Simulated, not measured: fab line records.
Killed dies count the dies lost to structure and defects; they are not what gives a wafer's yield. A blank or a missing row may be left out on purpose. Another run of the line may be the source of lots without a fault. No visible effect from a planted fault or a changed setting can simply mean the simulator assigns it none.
Split-lot trial ; flow gf180mcu ; on a route of 602 steps: 5 lots, 23 wafers read

## ON THE SPLIT
At GF_M5_ETCH_09 (etches Si3N4 in CF4/O2, target depth 52 nm, time 11.6 s), the setting source_w was moved away from the recipe's 800 W on 9 of the 23 wafers read, by -9.8% to +8.6%. This setting was run at the recipe's value on the other wafers.

The split's own step is where the reading is taken.

## THE READING
oes_product_au, in a.u., at GF_M5_ETCH_09 (etches Si3N4 in CF4/O2, target depth 52 nm, time 11.6 s). Fault-free wafers of this fab line usually give 1.000 a.u., standard deviation 0.011 a.u.

wafer;tool, chamber at the split;source_w as run, W;against the recipe;oes_product_au, a.u.;against lot-mates on the recipe
L076.2;rie_diel-01, 3;800;recipe;1.005;-
L076.3;rie_diel-01, 1;800;recipe;1.001;-
L076.4;rie_diel-01, 2;866.4;+8.3%;1.051;+0.048
L076.5;rie_diel-01, 0;866.4;+8.3%;1.024;+0.021
L076.6;rie_diel-01, 3;866.4;+8.3%;1.062;+0.059
L079.2;rie_diel-02, 3;800;recipe;0.983;-
L079.3;rie_diel-02, 0;800;recipe;0.995;-
L079.6;rie_diel-02, 2;800;recipe;0.999;-
L082.2;rie_diel-01, 1;800;recipe;1.012;-
L082.3;rie_diel-01, 0;800;recipe;0.981;-
L082.4;rie_diel-01, 3;868.8;+8.6%;1.055;+0.057
L082.5;rie_diel-01, 2;800;recipe;1.000;-
L082.6;rie_diel-01, 3;868.8;+8.6%;1.054;+0.056
L083.1;rie_diel-01, 0;800;recipe;0.977;-
L083.3;rie_diel-01, 1;828.9;+3.6%;1.016;+0.028
L083.4;rie_diel-01, 2;800;recipe;1.007;-
L083.5;rie_diel-01, 3;828.9;+3.6%;1.038;+0.050
L083.6;rie_diel-01, 0;800;recipe;0.980;-
L084.1;rie_diel-01, 3;721.6;-9.8%;0.950;-0.039
L084.3;rie_diel-01, 0;800;recipe;0.969;-
L084.4;rie_diel-01, 1;800;recipe;0.994;-
L084.5;rie_diel-01, 1;721.6;-9.8%;0.935;-0.054
L084.6;rie_diel-01, 2;800;recipe;1.003;-

THE FIT
A straight line over all 23 wafers: oes_product_au changes by +0.00614 a.u. for each +1% of source_w; r = +0.92; the points scatter about the line by 0.013 a.u.
The same after taking each lot's own level away (the mean of its wafers on the recipe; 23 wafers): +0.00549 a.u. for each +1%; r = +0.90; scatter 0.013 a.u.
The reading moves by 0.054 a.u. for the largest change in source_w, on that fit.
The lots' own levels span 0.9880 to 1.0030 a.u., that is 1.4 times the standard deviation above.
So the slope is not independent of the lot-to-lot level: the two fits are not the same.
Check: for one of the wafers moved furthest among these (-9.8%), held out of the fit, the line's prediction against its lot-mates is -0.0556 a.u. It came out at -0.0387 a.u. against them.
Tool readings at the split's step, against how far the setting was moved: oes_product_au r = +0.92.

## OTHER SPLITS APPLIED TO THESE WAFERS
Other splits were also applied to these wafers ahead of the reading. Each is held against what the fit with the lots' levels taken away leaves over:
other split on the same wafers;wafers away from the commonest value;r with oes_product_au (lot level and that fit taken away)
GF_M4_METAL_ETCH_16 icp_w;9;-0.13
GF_MIM_SPUTTER_01 time_s;10;-0.10
GF_M5_EXPOSE_04 dose_mj;5;-0.33

## THE FILE'S OWN FIT
oes_product_au changes by +0.00572 a.u. for each +1% of source_w, r = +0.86.
